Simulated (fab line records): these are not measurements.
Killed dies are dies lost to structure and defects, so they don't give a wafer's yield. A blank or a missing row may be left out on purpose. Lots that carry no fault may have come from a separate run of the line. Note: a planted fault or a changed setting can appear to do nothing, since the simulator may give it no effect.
fab line records + flow sky130
record:
- lots: 14
- wafers: 42
- last_day: 50
route steps=708 shown GATE_OXIDE@189 RES_XHIGH@338 LI_CONTACT@365
lots with no fault: from the same line, run without faults
start_h: the number of hours between the record's first day and the start of the first shown wafer of the lot + wait_h: how many hours have passed since the lot's step before this one + " unchanged from the row above + L1.1+2: a single row standing in for several wafers + - either no value or no given start + * or withheld: withheld + < > ~ a bound
route shown NAME@n: NAME is a module with steps in the file, n the number in the route of the first one + usual: mean/standard deviation of fault-free wafers + same: alike in all rows + chamber/n: place in a boat + sites: the reading at each site + _std_site: standard deviation of those values + _edge_site: mean of outer sites minus mean of inner sites + radius_mm: for every site, how far away it sits from the centre of the wafer + mask NAME#n: copy n + behind: the tool/chamber that last shaped the wafer + hold: cause of the lot's hold/its duration in hours/its outcome + device: the n, p or np transistor that did not switch + end of line: tests run on the same wafers once the route is complete + a step given without rows: its recipe and nothing more + killed: count of dies lost to structure and defects at first sort (not the wafer's yield) + map: a wafer's dies, x killed, . not, _ none there
set.NAME: the setting that was run; set.NAME@STEP: the one run at that earlier step + model.NAME: the simulator's own value behind a step, which no gauge read
one table for each step of the route and one row for each wafer, over a sample of lots
services: the hour from which a tool's chamber was out of use, counted from the record's first day as start_h (under 0 if before that day), plus the number of hours and why
== steps ==
step: SKY_GATE_OXIDE_THK_MEAS_02
recipe:
- reads: SiO2_of_GATE_OXIDE_OXIDATION_01
usual:
- GATE_OXIDE_OXIDATION_00_THK: 10.22/0.18
| lot.wafer | tool          | chamber | start_h | wait_h | GATE_OXIDE_OXIDATION_00_THK[nm] |
|-----------|---------------|---------|---------|--------|---------------------------------|
| L558.1    | film_metro-02 | -       | 274.81  | 0.0    | 10.01                           |
| L558.3    | "             | -       | "       | "      | 10.10                           |
| L558.5    | "             | -       | "       | "      | 10.18                           |
| L559.1    | film_metro-03 | -       | 279.50  | 0.0    | 10.20                           |
| L559.3    | "             | -       | "       | "      | 10.13                           |
| L559.5    | "             | -       | "       | "      | 10.36                           |
| L560.2    | film_metro-02 | -       | 294.21  | 0.0    | 9.95                            |
| L560.3    | "             | -       | "       | "      | 9.93                            |
| L560.4    | "             | -       | "       | "      | 9.97                            |
| L562.2    | film_metro-03 | -       | 311.92  | 0.0    | 10.19                           |
| L562.3    | "             | -       | "       | "      | 10.24                           |
| L562.4    | "             | -       | "       | "      | 10.50                           |
| L564.2    | film_metro-03 | -       | 339.83  | 0.0    | 10.23                           |
| L564.3    | "             | -       | "       | "      | 10.03                           |
| L564.4    | "             | -       | "       | "      | 10.08                           |
| L565.2    | film_metro-03 | -       | 341.24  | 0.0    | 10.27                           |
| L565.3    | "             | -       | "       | "      | 10.48                           |
| L565.6    | "             | -       | "       | "      | 10.47                           |
| L566.2    | film_metro-02 | -       | 358.58  | 0.0    | 10.15                           |
| L566.3    | "             | -       | "       | "      | 10.11                           |
| L566.4    | "             | -       | "       | "      | 10.01                           |
| L570.1    | film_metro-02 | -       | 398.65  | 0.0    | 10.44                           |
| L570.2    | "             | -       | "       | "      | 10.25                           |
| L570.6    | "             | -       | "       | "      | 10.34                           |
| L572.2    | film_metro-04 | -       | 409.26  | 0.0    | 10.54                           |
| L572.4    | "             | -       | "       | "      | 10.40                           |
| L572.6    | "             | -       | "       | "      | 10.30                           |
| L577.3    | film_metro-02 | -       | 439.64  | 0.0    | 10.27                           |
| L577.4    | "             | -       | "       | "      | 10.24                           |
| L577.5    | "             | -       | "       | "      | 10.42                           |
| L576.1    | film_metro-02 | -       | 444.17  | 0.0    | 10.11                           |
| L576.3    | "             | -       | "       | "      | 10.29                           |
| L576.4    | "             | -       | "       | "      | 10.15                           |
| L579.1    | film_metro-03 | -       | 451.07  | 0.0    | 10.49                           |
| L579.2    | "             | -       | "       | "      | 10.36                           |
| L579.4    | "             | -       | "       | "      | 10.57                           |
| L580.1    | film_metro-02 | -       | 460.99  | 0.0    | 10.09                           |
| L580.2    | "             | -       | "       | "      | 10.15                           |
| L580.3    | "             | -       | "       | "      | 10.04                           |
| L581.1    | film_metro-02 | -       | 473.48  | 0.0    | 9.95                            |
| L581.2    | "             | -       | "       | "      | 9.97                            |
| L581.5    | "             | -       | "       | "      | 10.07                           |
step: SKY_RES_XHIGH_DEVELOP_06
recipe:
- resist: NOVOLAK
- developer: TMAH
- develop_time_s: 60
- dev_temp_c: 23
usual:
- chill_plate_temp_C: 22.99/0.11
- develop_time_s: 60/0
| lot.wafer | tool           | chamber | start_h | wait_h | chill_plate_temp_C | develop_time_s |
|-----------|----------------|---------|---------|--------|--------------------|----------------|
| L558.1    | litho_track-01 | 0       | 606.22  | 0.1    | 23.08              | 60             |
| L558.3    | "              | 0       | "       | "      | 23.01              | 60             |
| L558.5    | "              | 0       | "       | "      | 23.05              | 60             |
| L559.1    | litho_track-01 | 0       | 609.52  | 0.1    | 22.69              | 60             |
| L559.3    | "              | 0       | "       | "      | 22.86              | 60             |
| L559.5    | "              | 0       | "       | "      | 22.97              | 60             |
| L560.2    | litho_track-03 | 0       | 629.69  | 0.1    | 22.93              | 60             |
| L560.3    | "              | 0       | "       | "      | 23.01              | 60             |
| L560.4    | "              | 0       | "       | "      | 23.05              | 60             |
| L562.2    | litho_track-01 | 0       | 645.30  | 0.1    | 22.95              | 60             |
| L562.3    | "              | 0       | "       | "      | 22.89              | 60             |
| L562.4    | "              | 0       | "       | "      | 22.92              | 60             |
| L564.2    | litho_track-01 | 0       | 674.75  | 0.1    | 22.85              | 60             |
| L564.3    | "              | 0       | "       | "      | 22.89              | 60             |
| L564.4    | "              | 0       | "       | "      | 22.88              | 60             |
| L565.2    | litho_track-03 | 0       | 677.54  | 0.1    | 23.13              | 60             |
| L565.3    | "              | 0       | "       | "      | 23.13              | 60             |
| L565.6    | "              | 0       | "       | "      | 23.01              | 60             |
| L566.2    | litho_track-03 | 0       | 692.84  | 0.1    | 22.86              | 60             |
| L566.3    | "              | 0       | "       | "      | 22.92              | 60             |
| L566.4    | "              | 0       | "       | "      | 22.86              | 60             |
| L570.1    | litho_track-01 | -       | 735.37  | 0.1    | -                  | -              |
| L570.2    | "              | -       | "       | "      | -                  | -              |
| L570.6    | "              | -       | "       | "      | -                  | -              |
| L572.2    | litho_track-01 | -       | 741.65  | 0.1    | -                  | -              |
| L572.4    | "              | -       | "       | "      | -                  | -              |
| L572.6    | "              | -       | "       | "      | -                  | -              |
| L577.3    | litho_track-01 | 0       | 769.17  | 0.1    | 23.06              | 60             |
| L577.4    | "              | 0       | "       | "      | 23.00              | 60             |
| L577.5    | "              | 0       | "       | "      | 23.21              | 60             |
| L576.1    | litho_track-03 | 0       | 771.66  | 0.1    | 23.00              | 60             |
| L576.3    | "              | 0       | "       | "      | 22.89              | 60             |
| L576.4    | "              | 0       | "       | "      | 23.18              | 60             |
| L579.1    | litho_track-01 | 0       | 782.17  | 0.1    | 22.93              | 60             |
| L579.2    | "              | 0       | "       | "      | 22.97              | 60             |
| L579.4    | "              | 0       | "       | "      | 22.87              | 60             |
| L580.1    | litho_track-03 | 0       | 784.41  | 0.1    | 22.97              | 60             |
| L580.2    | "              | 0       | "       | "      | 22.84              | 60             |
| L580.3    | "              | 0       | "       | "      | 22.92              | 60             |
| L581.1    | litho_track-01 | 0       | 797.72  | 0.1    | 22.82              | 60             |
| L581.2    | "              | 0       | "       | "      | 22.90              | 60             |
| L581.5    | "              | 0       | "       | "      | 22.91              | 60             |
step: SKY_RES_XHIGH_TW_MEAS_09
usual:
- RES_XHIGH_TW: 1646/33
| lot.wafer | tool          | chamber | start_h | wait_h | RES_XHIGH_TW |
|-----------|---------------|---------|---------|--------|--------------|
| L558.1    | film_metro-02 | -       | 606.62  | 0.1    | 1694         |
| L558.3    | "             | -       | "       | "      | 1686         |
| L558.5    | "             | -       | "       | "      | 1694         |
| L559.1    | film_metro-01 | -       | 609.92  | 0.1    | 1620         |
| L559.3    | "             | -       | "       | "      | 1615         |
| L559.5    | "             | -       | "       | "      | 1619         |
| L560.2    | film_metro-03 | -       | 630.07  | 0.1    | 1621         |
| L560.3    | "             | -       | "       | "      | 1616         |
| L560.4    | "             | -       | "       | "      | 1613         |
| L562.2    | film_metro-02 | -       | 645.68  | 0.1    | 1685         |
| L562.3    | "             | -       | "       | "      | 1679         |
| L562.4    | "             | -       | "       | "      | 1680         |
| L564.2    | film_metro-01 | -       | 675.13  | 0.1    | 1612         |
| L564.3    | "             | -       | "       | "      | 1618         |
| L564.4    | "             | -       | "       | "      | 1608         |
| L565.2    | film_metro-03 | -       | 677.92  | 0.1    | 1620         |
| L565.3    | "             | -       | "       | "      | 1619         |
| L565.6    | "             | -       | "       | "      | 1616         |
| L566.2    | film_metro-01 | -       | 693.22  | 0.1    | 1606         |
| L566.3    | "             | -       | "       | "      | 1615         |
| L566.4    | "             | -       | "       | "      | 1613         |
| L570.1    | film_metro-02 | -       | 735.77  | 0.1    | 31           |
| L570.2    | "             | -       | "       | "      | 31           |
| L570.6    | "             | -       | "       | "      | 31           |
| L572.2    | film_metro-02 | -       | 742.03  | 0.1    | 31           |
| L572.4    | "             | -       | "       | "      | 31           |
| L572.6    | "             | -       | "       | "      | 31           |
| L577.3    | film_metro-02 | -       | 769.54  | 0.1    | 1686         |
| L577.4    | "             | -       | "       | "      | 1690         |
| L577.5    | "             | -       | "       | "      | 1677         |
| L576.1    | film_metro-01 | -       | 772.06  | 0.1    | 1633         |
| L576.3    | "             | -       | "       | "      | 1626         |
| L576.4    | "             | -       | "       | "      | 1637         |
| L579.1    | film_metro-01 | -       | 782.57  | 0.1    | 1626         |
| L579.2    | "             | -       | "       | "      | 1622         |
| L579.4    | "             | -       | "       | "      | 1629         |
| L580.1    | film_metro-02 | -       | 784.81  | 0.1    | 1685         |
| L580.2    | "             | -       | "       | "      | 1685         |
| L580.3    | "             | -       | "       | "      | 1687         |
| L581.1    | film_metro-02 | -       | 798.12  | 0.1    | 1685         |
| L581.2    | "             | -       | "       | "      | 1688         |
| L581.5    | "             | -       | "       | "      | 1675         |
step: SKY_LI_CONTACT_BOW_MEAS_03
recipe:
- mode: bow
usual:
- LI_CONTACT_BOW: 55/6.5
| lot.wafer | tool          | chamber | start_h | wait_h | LI_CONTACT_BOW[um] |
|-----------|---------------|---------|---------|--------|--------------------|
| L558.1    | film_metro-02 | -       | 637.50  | 0.2    | 46                 |
| L558.3    | "             | -       | "       | "      | 65                 |
| L558.5    | "             | -       | "       | "      | 56                 |
| L559.1    | film_metro-02 | -       | 639.65  | 0.2    | 54                 |
| L559.3    | "             | -       | "       | "      | 55                 |
| L559.5    | "             | -       | "       | "      | 52                 |
| L560.2    | film_metro-03 | -       | 659.72  | 0.2    | 59                 |
| L560.3    | "             | -       | "       | "      | 40                 |
| L560.4    | "             | -       | "       | "      | 47                 |
| L562.2    | film_metro-02 | -       | 675.07  | 0.3    | 53                 |
| L562.3    | "             | -       | "       | "      | 58                 |
| L562.4    | "             | -       | "       | "      | 57                 |
| L564.2    | film_metro-02 | -       | 704.73  | 0.2    | 56                 |
| L564.3    | "             | -       | "       | "      | 61                 |
| L564.4    | "             | -       | "       | "      | 63                 |
| L565.2    | film_metro-01 | -       | 707.47  | 0.1    | 47                 |
| L565.3    | "             | -       | "       | "      | 61                 |
| L565.6    | "             | -       | "       | "      | 57                 |
| L566.2    | film_metro-02 | -       | 723.22  | 0.3    | 48                 |
| L566.3    | "             | -       | "       | "      | 46                 |
| L566.4    | "             | -       | "       | "      | 64                 |
| L570.1    | film_metro-03 | -       | 763.85  | 0.1    | 59                 |
| L570.2    | "             | -       | "       | "      | 66                 |
| L570.6    | "             | -       | "       | "      | 33                 |
| L572.2    | film_metro-02 | -       | 770.31  | 0.2    | 62                 |
| L572.4    | "             | -       | "       | "      | 70                 |
| L572.6    | "             | -       | "       | "      | 57                 |
| L577.3    | film_metro-02 | -       | 797.68  | 0.2    | 59                 |
| L577.4    | "             | -       | "       | "      | 52                 |
| L577.5    | "             | -       | "       | "      | 52                 |
| L576.1    | film_metro-01 | -       | 800.34  | 0.2    | 55                 |
| L576.3    | "             | -       | "       | "      | 63                 |
| L576.4    | "             | -       | "       | "      | 63                 |
| L579.1    | film_metro-02 | -       | 811.09  | 0.2    | 45                 |
| L579.2    | "             | -       | "       | "      | 53                 |
| L579.4    | "             | -       | "       | "      | 53                 |
| L580.1    | film_metro-03 | -       | 812.65  | 0.1    | 52                 |
| L580.2    | "             | -       | "       | "      | 60                 |
| L580.3    | "             | -       | "       | "      | 61                 |
| L581.1    | film_metro-02 | -       | 826.22  | 0.2    | 54                 |
| L581.2    | "             | -       | "       | "      | 43                 |
| L581.5    | "             | -       | "       | "      | 65                 |
step: SKY_LI_CONTACT_ETCH_15
recipe:
- target: PSG
- chemistry: C4F8/O2/Ar
- stop_on: Si
- taper_deg: 4.15
- mask_material: KrF-thick
- source_w: 1500
- bias_w: 1200
- pressure_mtorr: 40
- c4f8_flow_sccm: withheld
- O2_flow_sccm: 6
- Ar_flow_sccm: 300
- time_s: withheld
- target_depth_a: 6000
usual:
- oes_product_au: 0.837/0.0041
| lot.wafer | tool        | chamber | start_h | wait_h | oes_product_au |
|-----------|-------------|---------|---------|--------|----------------|
| L558.1    | rie_diel-03 | 1       | 665.87  | 0.0    | 0.838          |
| L558.3    | "           | 0       | "       | "      | 0.835          |
| L558.5    | "           | 0       | "       | "      | 0.837          |
| L559.1    | rie_diel-03 | 3       | 667.99  | 0.0    | 0.838          |
| L559.3    | "           | 0       | "       | "      | 0.827          |
| L559.5    | "           | 1       | "       | "      | 0.836          |
| L560.2    | rie_diel-03 | 1       | 687.47  | 0.0    | 0.837          |
| L560.3    | "           | 3       | "       | "      | 0.844          |
| L560.4    | "           | 0       | "       | "      | 0.838          |
| L562.2    | rie_diel-04 | 3       | 703.57  | 0.0    | 0.848          |
| L562.3    | "           | 1       | "       | "      | 0.835          |
| L562.4    | "           | 0       | "       | "      | 0.836          |
| L564.2    | rie_diel-03 | 3       | 731.97  | 0.0    | 0.840          |
| L564.3    | "           | 1       | "       | "      | 0.837          |
| L564.4    | "           | 2       | "       | "      | 0.835          |
| L565.2    | rie_diel-01 | 2       | 735.42  | 0.0    | 0.828          |
| L565.3    | "           | 1       | "       | "      | 0.839          |
| L565.6    | "           | 0       | "       | "      | 0.839          |
| L566.2    | rie_diel-04 | 3       | 750.29  | 0.0    | 0.837          |
| L566.3    | "           | 2       | "       | "      | 0.844          |
| L566.4    | "           | 0       | "       | "      | 0.836          |
| L570.1    | rie_diel-01 | 3       | 791.02  | 0.0    | 0.839          |
| L570.2    | "           | 0       | "       | "      | 0.839          |
| L570.6    | "           | 3       | "       | "      | 0.832          |
| L572.2    | rie_diel-03 | 1       | 797.29  | 0.0    | 0.833          |
| L572.4    | "           | 0       | "       | "      | 0.841          |
| L572.6    | "           | 3       | "       | "      | 0.838          |
| L577.3    | rie_diel-01 | 1       | 824.27  | 0.0    | 0.845          |
| L577.4    | "           | 0       | "       | "      | 0.835          |
| L577.5    | "           | 0       | "       | "      | 0.836          |
| L576.1    | rie_diel-04 | 3       | 826.99  | 0.0    | 0.840          |
| L576.3    | "           | 1       | "       | "      | 0.833          |
| L576.4    | "           | 2       | "       | "      | 0.837          |
| L579.1    | rie_diel-01 | 0       | 837.47  | 0.0    | 0.834          |
| L579.2    | "           | 2       | "       | "      | 0.839          |
| L579.4    | "           | 3       | "       | "      | 0.834          |
| L580.1    | rie_diel-03 | 0       | 838.77  | 0.0    | 0.837          |
| L580.2    | "           | 3       | "       | "      | 0.828          |
| L580.3    | "           | 1       | "       | "      | 0.836          |
| L581.1    | rie_diel-04 | 1       | 852.32  | 0.0    | 0.844          |
| L581.2    | "           | 3       | "       | "      | 0.844          |
| L581.5    | "           | 3       | "       | "      | 0.834          |
== services ==
| tool        | chamber | start_h | hours | kind           |
|-------------|---------|---------|-------|----------------|
| rie_diel-04 | -       | 592.20  | 0.5   | repair         |
| rie_diel-04 | 2       | 595.90  | 12.0  | repair         |
| rie_diel-01 | 0       | 637.50  | 14.2  | repair         |
| rie_diel-04 | -       | 641.51  | 0.5   | repair         |
| rie_diel-03 | 3       | 669.68  | 14.2  | repair         |
| rie_diel-03 | 1       | 714.84  | 3.3   | repair         |
| rie_diel-03 | -       | 735.44  | 2.8   | pm             |
| rie_diel-01 | 1       | 750.80  | -     | clean          |
| rie_diel-01 | 1       | 750.80  | 21.7  | scheduled_down |
| rie_diel-01 | 1       | 750.80  | 21.7  | vent_cycle     |
| rie_diel-01 | 2       | 754.75  | 9.1   | repair         |
| rie_diel-04 | 3       | 794.51  | 2.0   | repair         |
| rie_diel-04 | 0       | 796.47  | -     | clean          |
| rie_diel-04 | 0       | 796.47  | 24.7  | scheduled_down |
| rie_diel-04 | 0       | 796.47  | 24.7  | vent_cycle     |
| rie_diel-04 | -       | 810.06  | 14.6  | pm             |
| rie_diel-04 | 3       | 829.81  | 7.0   | repair         |
| rie_diel-03 | 0       | 841.52  | 8.3   | repair         |
== key ==
first_sign:
- step: SKY_RES_XHIGH_DEVELOP_06
- reading: tool_record
- direction: missing
effect:
- step: SKY_RES_XHIGH_TW_MEAS_09
- reading: RES_XHIGH_TW
- direction: down
- sigmas: 48
- usual: 1646
- struck: 31
met_at SKY_RES_XHIGH_DEVELOP_06
struck_lots L570,L572
sort_left_out L570.1,L570.2,L570.6,L572.2,L572.4,L572.6
tester_left_out L570,L572
not_acting_at SKY_GATE_OXIDE_THK_MEAS_02,SKY_LI_CONTACT_BOW_MEAS_03,SKY_LI_CONTACT_ETCH_15
onset_between 674.75 735.37
fault:
- kind: skipped_step_whole
- tool: litho_track-01
- chamber: -
- onset_h: 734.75
- steps: SKY_RES_XHIGH_DEVELOP_06
- scope: struck_lots_only
tester_left_out: of these lots the tester's yield and bins aren't shown, on N5 and GAA mostly nor the transistor test; their killed dies are dies lost to structure and defects alone, not to doping, threshold or leakage, so they don't give the yield
sort_left_out: the simulated sort isn't trusted on such a fault, so these wafers' sort isn't shown, and their yield isn't known
